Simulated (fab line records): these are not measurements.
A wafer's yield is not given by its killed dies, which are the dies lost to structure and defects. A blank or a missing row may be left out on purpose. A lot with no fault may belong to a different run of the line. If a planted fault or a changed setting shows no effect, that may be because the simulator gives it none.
A struck lot beside a sound one ; flow gf180mcu ; 15 steps out of a route of 602
Sound: the wafers L437.2, L437.4, L437.5. Struck: wafer L440.6 (left out: L440.2, L440.4 of the same lot, which were not struck); the cause appears at the end.
At each step with rows: each side's tool, then ch and its chambers, then its first start. Under that, the readings that differ: sound wafers ; struck wafers ; difference of the means ; sigmas: that difference in standard deviations of wafers without a fault.
alike: readings whose means differ by less than 2 such deviations, and words and numbers that are the same on both sides. not compared: withheld readings, readings that some wafer has no value for, bounds like >300 that may hide the same value, and numbers for which the record gives no deviation and whose values overlap.
Wherever a step has rows on one side only, a row that says differs or no value, or a row with sigmas, the two part there. Non-overlapping numbers with no deviation appear without sigmas and do not part them. Lack of a reading on every wafer of one side parts them only where that side has two or more wafers.

first, 5 steps without rows for these wafers: GF_V2_COAT_09 (resist thk 1000 nm); GF_V2_SOFTBAKE_10 (time 60 s); GF_V2_EXPOSE_11 (exposes mask Via2, target cd 260 nm); GF_V2_PEB_12 (peb time 90 s); GF_V2_DEVELOP_13 (develop time 60 s).
GF_V2_CD_MEAS_14: target cd 260 nm.
  sound: cd sem-02 at day 21 02:24; struck: cd sem-01 at day 21 07:45
  alike: cd nm
GF_V2_OVL_MEAS_15:
  sound: overlay-02 at day 21 02:30; struck: overlay-02 at day 21 07:52
  alike: V2_OVL
GF_V2_ETCH_16: etches BARC in N2/H2.
  sound on rie diel-01 ch 1,2, day 21 02:32; struck on rie diel-04 ch 1, day 21 07:53
reading;sound;struck;difference;sigmas
oes product au (a.u.);0.857 0.854 0.845;0.864;+0.012;+3
  alike: drypump motor current A, throttle valve pct
GF_V2_ETCH_17: etches SiO2 in C4F8/O2/Ar, stops on TiN, target depth 630 nm.
  sound: rie diel-01 ch 1,2; struck: rie diel-04 ch 1
  alike: oes product au
GF_V2_STRIP_18: strips in O2/N2.
  sound on plasma asher-01 ch 0, day 21 02:40; struck on plasma asher-04 ch 0, day 21 08:01
  alike: drypump motor current A, heater power w, oes product au
  not compared: rf hours counter h
then, 2 steps without rows for these wafers: GF_V2_STRIP_19 (strips in post etch residue remover, time 1200 s); GF_V2_CLEAN_20 (cleans in DIW).
GF_V2_SPUTTER_21: material Ti, target thk 15 nm, time 80.02 s.
  sound: pvd sputter-02 at day 21 03:12; struck: pvd sputter-02 at day 21 09:03
reading;sound;struck;difference;sigmas
model.Ti_of_V2_SPUTTER_21.thk nm (nm);15.06 14.92 15.4;16.03;+0.90;
  alike: substrate temp c, throttle valve pct
GF_V2_SPUTTER_22: material TiN, target thk 10 nm, time 40 s.
  sound: pvd sputter-02 at day 21 03:16; struck: pvd sputter-02 at day 21 09:07
  alike: throttle valve pct
after that, 1 step had no rows for these wafers: GF_PASSIVATION_PROBE_99.

WHERE THEY PART
Only at GF_V2_ETCH_16, within this record. Later steps at which nothing parts them and some readings are alike: GF_V2_ETCH_17, GF_V2_STRIP_18, GF_V2_SPUTTER_21, GF_V2_SPUTTER_22.

WHY: whatever the simulator had introduced
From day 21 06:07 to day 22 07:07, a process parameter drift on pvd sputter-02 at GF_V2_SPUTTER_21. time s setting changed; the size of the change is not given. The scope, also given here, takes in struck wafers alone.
